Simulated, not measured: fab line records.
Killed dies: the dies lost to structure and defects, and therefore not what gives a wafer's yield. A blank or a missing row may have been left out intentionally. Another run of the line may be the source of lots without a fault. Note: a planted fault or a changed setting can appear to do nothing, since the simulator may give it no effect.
fab line records    flow gf180mcu
record lots=6  wafers=18  lastDay=33
route steps=602 shown VT_IMPLANT@119
lots that met no fault: from a run of the same line without faults
startH: the number of hours between the record's first day and the start of the first shown wafer of the lot    waitH: hours elapsed since this lot's preceding step    " same as the row above    L1.1+2: a row that stands for several wafers    - no value, or no start given    * or withheld: withheld    < > ~ a bound
route shown NAME@n: a module of which the file shows steps, and the number in the route of the first    usual: average and standard deviation across the fault-free wafers    same: alike in all rows    chamber/n: place in a boat    sites: per-site readings    _std_site: standard deviation across them    _edge_site: inner sites' mean taken away from outer sites' mean    radiusMm: how far each site lies from the wafer's centre    mask NAME#n: copy n    behind: the most recent tool/chamber to have shaped the wafer    hold: what put the lot on hold/how long, in hours/how the hold closed    device: the n, p or np transistor that did not switch    end of line: tests run on the same wafers once the route is complete    a step given without rows: its recipe and nothing more    killed: count of dies lost to structure and defects at first sort (not the wafer's yield)    map: per-die view of a wafer (x killed, . not killed, _ where there is no die)
set.NAME: the setting as run; set.NAME@STEP: as run at that earlier step    model.NAME: the simulator's own value behind a step, which no gauge read
certain route steps with their lots: each step a table, each wafer a row
services: from which hour (startH, from the record's first day; less than 0 if before it) a tool's chamber was out of use, for how many hours, and why
## steps
# step GF_VT_IMPLANT_OVL_MEAS_29
# usual VT_IMPLANT_02_OVL=-0.8/1.3
lot.wafer  tool        chamber  startH  waitH  VT_IMPLANT_02_OVL[nm]
L888.3     overlay-01  -        153.37  0.1    -2.8
L888.5     "           -        "       "      -3.4
L888.6     "           -        "       "      -3.7
L889.4     overlay-01  -        156.88  0.1    0.5
L889.5     "           -        "       "      -0.5
L889.6     "           -        "       "      -0.9
L898.1     overlay-01  -        222.35  0.1    -1.2
L898.2     "           -        "       "      0.4
L898.4     "           -        "       "      -0.2
L900.2     overlay-01  -        239.21  0.1    0.5
L900.3     "           -        "       "      0.8
L900.5     "           -        "       "      1.1
L901.2     overlay-01  -        239.51  0.1    -2.0
L901.3     "           -        "       "      -1.8
L901.4     "           -        "       "      -1.7
L904.1     overlay-01  -        260.12  0.1    0.7
L904.3     "           -        "       "      0.6
L904.5     "           -        "       "      0.8
# step GF_VT_IMPLANT_IMPLANT_30
# recipe species=B  energyKev=25  doseCm2=2.534e+12  tiltDeg=7
# step GF_VT_IMPLANT_STRIP_31
# recipe chemistry=O2/N2  powerW=1400  pressureMtorr=1500  platenTempC=250  o2FlowSccm=3000  n2FlowSccm=300  overashFraction=0.5
# usual drypumpMotorCurrentA=5.8/0.45  heaterPowerW=306/47  oesProductAu=0.716/0.0046  stripTimeToEndpointS=12.63/0.034
lot.wafer  tool            chamber  startH  waitH  drypumpMotorCurrentA  heaterPowerW  oesProductAu  rfHoursCounterH  stripTimeToEndpointS
L888.3     plasmaAsher-03  0        153.58  0.1    5.3                   275           0.724         -                12.61
L888.5     "               0        "       "      5.3                   272           0.712         -                12.65
L888.6     "               1        "       "      6.4                   231           0.723         -                12.62
L889.4     plasmaAsher-03  0        157.08  0.1    5.3                   272           0.714         -                12.61
L889.5     "               0        "       "      5.2                   281           0.722         -                12.62
L889.6     "               1        "       "      6.4                   242           0.718         -                12.60
L898.1     plasmaAsher-04  0        222.54  0.1    6.0                   309           0.716         46               12.68
L898.2     "               1        "       "      5.4                   352           0.723         46               12.67
L898.4     "               1        "       "      5.4                   365           0.712         -                12.68
L900.2     plasmaAsher-02  0        239.39  0.1    6.1                   374           0.721         53               12.65
L900.3     "               0        "       "      6.1                   364           0.719         -                12.63
L900.5     "               1        "       "      5.6                   346           0.724         -                12.60
L901.2     plasmaAsher-03  0        239.69  0.1    5.2                   273           0.718         12               12.65
L901.3     "               1        "       "      6.4                   242           0.714         -                12.61
L901.4     "               0        "       "      5.2                   283           0.719         -                12.61
L904.1     plasmaAsher-02  1        260.31  0.1    5.6                   349           0.716         55               12.63
L904.3     "               0        "       "      6.1                   360           0.722         -                12.71
L904.5     "               0        "       "      6.0                   350           0.718         -                12.67
# step GF_VT_IMPLANT_TW_MEAS_32
# usual VT_IMPLANT_3_TW=269.8/2.6
lot.wafer  tool          chamber  startH  waitH  VT_IMPLANT_3_TW
L888.3     filmMetro-01  -        153.67  0.1    272.0
L888.5     "             -        "       "      273.1
L888.6     "             -        "       "      271.5
L889.4     filmMetro-04  -        157.18  0.1    271.5
L889.5     "             -        "       "      272.1
L889.6     "             -        "       "      272.6
L898.1     filmMetro-01  -        222.64  0.1    272.8
L898.2     "             -        "       "      271.9
L898.4     "             -        "       "      270.8
L900.2     filmMetro-02  -        239.50  0.1    263.9
L900.3     "             -        "       "      264.0
L900.5     "             -        "       "      265.5
L901.2     filmMetro-01  -        239.80  0.1    270.3
L901.3     "             -        "       "      272.0
L901.4     "             -        "       "      271.3
L904.1     filmMetro-01  -        260.41  0.1    272.2
L904.3     "             -        "       "      272.5
L904.5     "             -        "       "      271.2
# step GF_VT_IMPLANT_DEHYDRATE_33
# recipe tempC=200  timeS=60
# step GF_VT_IMPLANT_HMDS_34
# recipe primeTimeS=60  primeTempC=120
# step GF_VT_IMPLANT_COAT_35
# recipe resist=NOVOLAK  spinRpm=3000  resistThkNm=1000
# step GF_VT_IMPLANT_SOFTBAKE_36
# recipe tempC=90  timeS=60  resist=NOVOLAK
# step GF_VT_IMPLANT_EXPOSE_37
# recipe maskId=Nwell_HV_AREA  targetCdNm=860  na=0.6  sourceShape=conventional  sigmaOuter=0.6  doseMj=140
# step GF_VT_IMPLANT_PEB_38
# recipe tempC=withheld  timeS=*  resist=NOVOLAK
# step GF_VT_IMPLANT_DEVELOP_39
# recipe developTimeS=60  devTempC=23
# step GF_VT_IMPLANT_OVL_MEAS_40
# usual VT_IMPLANT_03_OVL=-1.0/1.6
lot.wafer  tool        chamber  startH  waitH  VT_IMPLANT_03_OVL[nm]
L888.3     overlay-01  -        169.77  0.1    -1.5
L888.5     "           -        "       "      1.5
L888.6     "           -        "       "      -1.2
L889.4     overlay-01  -        172.94  0.1    0.6
L889.5     "           -        "       "      0.4
L889.6     "           -        "       "      0.0
L898.1     overlay-02  -        239.80  0.1    2.2
L898.2     "           -        "       "      1.5
L898.4     "           -        "       "      0.3
L900.2     overlay-01  -        257.67  0.1    1.0
L900.3     "           -        "       "      0.6
L900.5     "           -        "       "      0.3
L901.2     overlay-02  -        257.81  0.1    -0.1
L901.3     "           -        "       "      -1.3
L901.4     "           -        "       "      1.0
L904.1     overlay-02  -        278.15  0.1    -3.5
L904.3     "           -        "       "      -3.5
L904.5     "           -        "       "      -3.0
# step GF_VT_IMPLANT_IMPLANT_41
# recipe species=As  energyKev=70  doseCm2=1.013e+12  tiltDeg=7
# usual beamEnergyKeV=70.009/0.023  beamOnS=9.99/0.21
lot.wafer  tool          chamber  startH  waitH  beamEnergyKeV  beamOnS
L888.3     implanter-01  -        169.85  0.1    -              -
L888.5     "             -        "       "      -              -
L888.6     "             -        "       "      -              -
L889.4     implanter-03  -        173.03  0.1    -              -
L889.5     "             -        "       "      -              -
L889.6     "             -        "       "      -              -
L898.1     implanter-02  0        239.84  0.0    69.997         9.94
L898.2     "             0        "       "      69.994         9.87
L898.4     "             0        "       "      69.970         9.60
L900.2     implanter-01  0        257.72  0.0    69.983         9.72
L900.3     "             0        "       "      70.020         9.79
L900.5     "             0        "       "      69.988         9.86
L901.2     implanter-02  0        257.86  0.0    70.026         10.10
L901.3     "             0        "       "      70.048         10.09
L901.4     "             0        "       "      70.035         9.90
L904.1     implanter-03  0        278.19  0.0    70.018         9.69
L904.3     "             0        "       "      70.008         10.24
L904.5     "             0        "       "      70.017         10.05
# step GF_VT_IMPLANT_STRIP_42
# recipe chemistry=O2/N2  powerW=1400  pressureMtorr=1500  platenTempC=250  o2FlowSccm=3000  n2FlowSccm=300  overashFraction=0.5
# usual drypumpMotorCurrentA=5.8/0.41  heaterPowerW=314/44  oesProductAu=0.716/0.0044  stripTimeToEndpointS=12.63/0.038
lot.wafer  tool            chamber  startH  waitH  drypumpMotorCurrentA  heaterPowerW  oesProductAu  rfHoursCounterH  stripTimeToEndpointS
L888.3     plasmaAsher-04  0        169.98  0.1    6.0                   323           0.712         -                12.70
L888.5     "               1        "       "      5.4                   354           0.712         -                12.63
L888.6     "               0        "       "      6.0                   308           0.721         -                12.66
L889.4     plasmaAsher-02  0        173.14  0.1    6.1                   372           0.703         -                12.68
L889.5     "               0        "       "      6.1                   371           0.720         -                12.68
L889.6     "               1        "       "      5.6                   342           0.721         -                12.65
L898.1     plasmaAsher-04  0        239.99  0.1    6.0                   320           0.714         48               12.66
L898.2     "               1        "       "      5.4                   353           0.719         48               12.69
L898.4     "               1        "       "      5.4                   354           0.710         -                12.68
L900.2     plasmaAsher-03  1        257.85  0.1    6.4                   242           0.715         14               12.57
L900.3     "               0        "       "      5.2                   273           0.718         -                12.58
L900.5     "               1        "       "      6.4                   235           0.721         -                12.58
L901.2     plasmaAsher-02  1        257.99  0.1    5.6                   350           0.713         55               12.64
L901.3     "               1        "       "      5.6                   351           0.710         -                12.67
L901.4     "               0        "       "      6.1                   360           0.715         -                12.67
L904.1     plasmaAsher-02  1        278.34  0.1    5.6                   348           0.715         57               12.64
L904.3     "               0        "       "      6.1                   361           0.714         -                12.62
L904.5     "               1        "       "      5.6                   340           0.716         -                12.64
# step GF_VT_IMPLANT_TW_MEAS_43
# usual VT_IMPLANT_4_TW=695/5.7
lot.wafer  tool          chamber  startH  waitH  VT_IMPLANT_4_TW
L888.3     filmMetro-02  -        170.07  0.1    30
L888.5     "             -        "       "      30
L888.6     "             -        "       "      30
L889.4     filmMetro-01  -        173.24  0.1    30
L889.5     "             -        "       "      30
L889.6     "             -        "       "      30
L898.1     filmMetro-01  -        240.09  0.1    699
L898.2     "             -        "       "      693
L898.4     "             -        "       "      697
L900.2     filmMetro-01  -        257.96  0.1    696
L900.3     "             -        "       "      701
L900.5     "             -        "       "      697
L901.2     filmMetro-04  -        258.10  0.1    698
L901.3     "             -        "       "      693
L901.4     "             -        "       "      701
L904.1     filmMetro-04  -        278.44  0.1    696
L904.3     "             -        "       "      697
L904.5     "             -        "       "      697
# step GF_VT_IMPLANT_CLEAN_44
# recipe chemistry=SC1/SC2  mix=1:4:20  tempC=70  timeS=150  dry=n2Spin
## services
tool            chamber  startH  hours  kind
implanter-02    -        135.26  5.4    pm
implanter-01    -        183.97  4.2    pm
plasmaAsher-04  -        184.02  1.5    repair
plasmaAsher-04  -        232.86  2.8    pm
implanter-03    -        238.20  3.4    pm
plasmaAsher-04  -        240.68  0.8    repair
## key
firstSign step=GF_VT_IMPLANT_IMPLANT_41  reading=toolRecord  direction=missing
effect step=GF_VT_IMPLANT_TW_MEAS_43  reading=VT_IMPLANT_4_TW  direction=down  sigmas=99+  usual=695  struck=30
metAt GF_VT_IMPLANT_IMPLANT_41
struckWafers L888.3,L888.5,L888.6,L889.4,L889.5,L889.6
laterRowsLeftOut L888.3,L888.5,L888.6,L889.4,L889.5,L889.6
sortLeftOut L888.3,L888.5,L888.6,L889.4,L889.5,L889.6
testerLeftOut L888,L889
fault kind=skippedStepWhole  tool=implanter-01,implanter-03  chamber=-  onsetH=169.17  steps=GF_VT_IMPLANT_IMPLANT_41  scope=struckLotsOnly
# testerLeftOut: of these lots the tester's yield and bins aren't shown, on N5 and GAA mostly nor the transistor test; their killed dies are dies lost to structure and defects alone, not to doping, threshold or leakage, so they don't give the yield
# sortLeftOut: the simulated sort isn't trusted on such a fault, so these wafers' sort isn't shown, and their yield isn't known
# laterRowsLeftOut: the simulator's readings of these wafers behind a module that went badly wrong aren't trusted and aren't shown, but for the sort
